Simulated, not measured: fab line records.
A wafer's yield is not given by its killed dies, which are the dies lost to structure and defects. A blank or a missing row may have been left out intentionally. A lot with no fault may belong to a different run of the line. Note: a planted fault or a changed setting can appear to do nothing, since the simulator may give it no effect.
What tool caused it? ; flow gf180mcu ; 12 lots, 35 wafers sampled, at 3 steps of a route of 602

== WHAT EACH GAUGE READ, for each wafer ==
GF_V5_THK_MEAS_03. Usual: V5_CVD_02_THK typically reads 1455 nm, with standard deviation 20.
lot;measured;on;V5_CVD_02_THK (nm);flag
L859;day 27 00:23;filmMetro-03;1416 1461 1465;
L860;day 27 02:58;filmMetro-01;1471 1496 1497;
L861;day 27 04:08;filmMetro-02;1451 1465 1457;
L862;day 27 22:49;filmMetro-03;1469 1501 1464;
L868;day 29 14:16;filmMetro-02;1450 1478;
L870;day 30 04:46;filmMetro-02;1452 1439 1449;
L875;day 31 10:24;filmMetro-03;1442 1461 1479;
L876;day 31 18:30;filmMetro-03;1444 1456 1468;
L877;day 31 22:33;filmMetro-02;1464 1477 1470;
L879;day 32 08:47;filmMetro-02;1412 1455 1442;
L880;day 32 15:24;filmMetro-03;1424 1458 1463;
L881;day 32 20:46;filmMetro-03;1443 1426 1459;

== WHICH TOOL RAN EACH LOT (tool, then ch and the chambers of the sampled wafers, then the start) ==
lot;GF_MIM_SPUTTER_09;GF_M5_ETCH_09
L859;pvdSputter-04, day 25 04:53;rieDiel-04 ch 0,1,2, day 26 23:29
L860;pvdSputter-02, day 25 07:08;rieDiel-01 ch 0,1, day 27 02:04
L861;pvdSputter-04, day 25 09:38;rieDiel-02 ch 0,2,3, day 27 03:11
L862;pvdSputter-04, day 26 04:28;rieDiel-02 ch 1,2, day 27 21:55
L868;pvdSputter-02, day 27 22:28;rieDiel-01 ch 0,1, day 29 13:13
L870;pvdSputter-04, day 28 13:38;rieDiel-01 ch 0,1, day 30 03:52
L875;pvdSputter-02, day 29 21:35;rieDiel-02 ch 0,2,3, day 31 09:28
L876;pvdSputter-02, day 30 05:29;rieDiel-02 ch 1,2, day 31 17:35
L877;pvdSputter-03, day 30 10:25;rieDiel-04 ch 2,3, day 31 21:37
L879;pvdSputter-02, day 30 22:25;rieDiel-01 ch 0,2,3, day 32 07:53
L880;pvdSputter-04, day 31 03:44;rieDiel-02 ch 0,1,2, day 32 14:29
L881;pvdSputter-02, day 31 09:48;rieDiel-01 ch 1,2,3, day 32 19:52
- GF_MIM_SPUTTER_09: material TiN, target thk 35 nm, time 29.2 s.
- GF_M5_ETCH_09: etches Si3N4 in CF4/O2, target depth 52 nm, time 11.6 s.

== AS READ BY THE TOOLS THEMSELVES (means over the sampled wafers that have a number; for cases with no such wafer, the mark the record gives instead) ==
GF_MIM_SPUTTER_09. Usual: chamberPressurePa 0.4000 Pa, standard deviation 0.00086; throttleValvePct 30.0 %, standard deviation 0.88.
lot;tool;chamberPressurePa (Pa);throttleValvePct (%);flag
L859;pvdSputter-04;0.4006;30.2;
L860;pvdSputter-02;0.4001;30.1;
L861;pvdSputter-04;0.4006;30.3;
L862;pvdSputter-04;0.4005;29.7;
L868;pvdSputter-02;0.4000;31.0;
L870;pvdSputter-04;0.4003;29.6;
L875;pvdSputter-02;0.4005;30.1;
L876;pvdSputter-02;0.3999;30.0;
L877;pvdSputter-03;0.4003;30.3;
L879;pvdSputter-02;0.4003;31.0;
L880;pvdSputter-04;0.4002;30.0;
L881;pvdSputter-02;0.4000;30.0;

GF_M5_ETCH_09. Usual: O2_flow_sccm 10.01 sccm, standard deviation 0.03; chamberPressureMTorr 150.01 mTorr, standard deviation 0.13; drypumpMotorCurrentA 5.8 A, standard deviation 0.45; oesProductAu 0.997 a.u., standard deviation 0.014; rfFwdPowerW 787 W, standard deviation 4.5; throttleValvePct 5.969 %, standard deviation 0.0095.
lot;tool;O2_flow_sccm (sccm);chamberPressureMTorr (mTorr);drypumpMotorCurrentA (A);oesProductAu (a.u.);rfFwdPowerW (W);throttleValvePct (%);flag
L859;rieDiel-04;10.03;150.04;5.5;1.007;789;5.970;
L860;rieDiel-01;10.04;150.09;5.6;1.009;788;5.974;
L861;rieDiel-02;10.00;150.07;5.7;0.983;789;5.970;
L862;rieDiel-02;9.99;149.89;6.3;0.999;787;5.969;
L868;rieDiel-01;10.03;149.94;5.6;0.903;660;5.934;OFF
L870;rieDiel-01;10.03;149.99;5.6;0.909;657;5.939;OFF
L875;rieDiel-02;9.98;150.04;5.8;0.996;787;5.972;
L876;rieDiel-02;10.02;149.98;6.3;1.001;789;5.967;
L877;rieDiel-04;10.00;150.04;6.1;0.994;791;5.973;
L879;rieDiel-01;10.00;149.90;5.8;0.995;784;5.969;
L880;rieDiel-02;9.99;149.92;6.0;0.987;785;5.967;
L881;rieDiel-01;9.99;150.09;5.7;0.981;780;5.976;

== THE ANSWER, worked out from the rows above alone ==
Rule: take the mean of a lot's wafers that have a number; if it is more than 3 standard deviations from the usual mean, the lot is off. Also off: a lot with no number at a reading for which 4 or more lots have one. All remaining lots with rows at the step are treated as sound. After the gauges, taken in route order, come the tools' own readings; for these a lot's mean is taken, as printed above. At the first step where some lot is off, the reading lying furthest off is the one used; lots without a number count as furthest.
Off, at GF_M5_ETCH_09 on rfFwdPowerW: L868, L870.
A tool fits if, at that step or a process step before it, it ran every lot that is off, and no sound lot after the first of them. No candidate that was tried fits.

== WHAT THE SIMULATOR HAD INSERTED ==
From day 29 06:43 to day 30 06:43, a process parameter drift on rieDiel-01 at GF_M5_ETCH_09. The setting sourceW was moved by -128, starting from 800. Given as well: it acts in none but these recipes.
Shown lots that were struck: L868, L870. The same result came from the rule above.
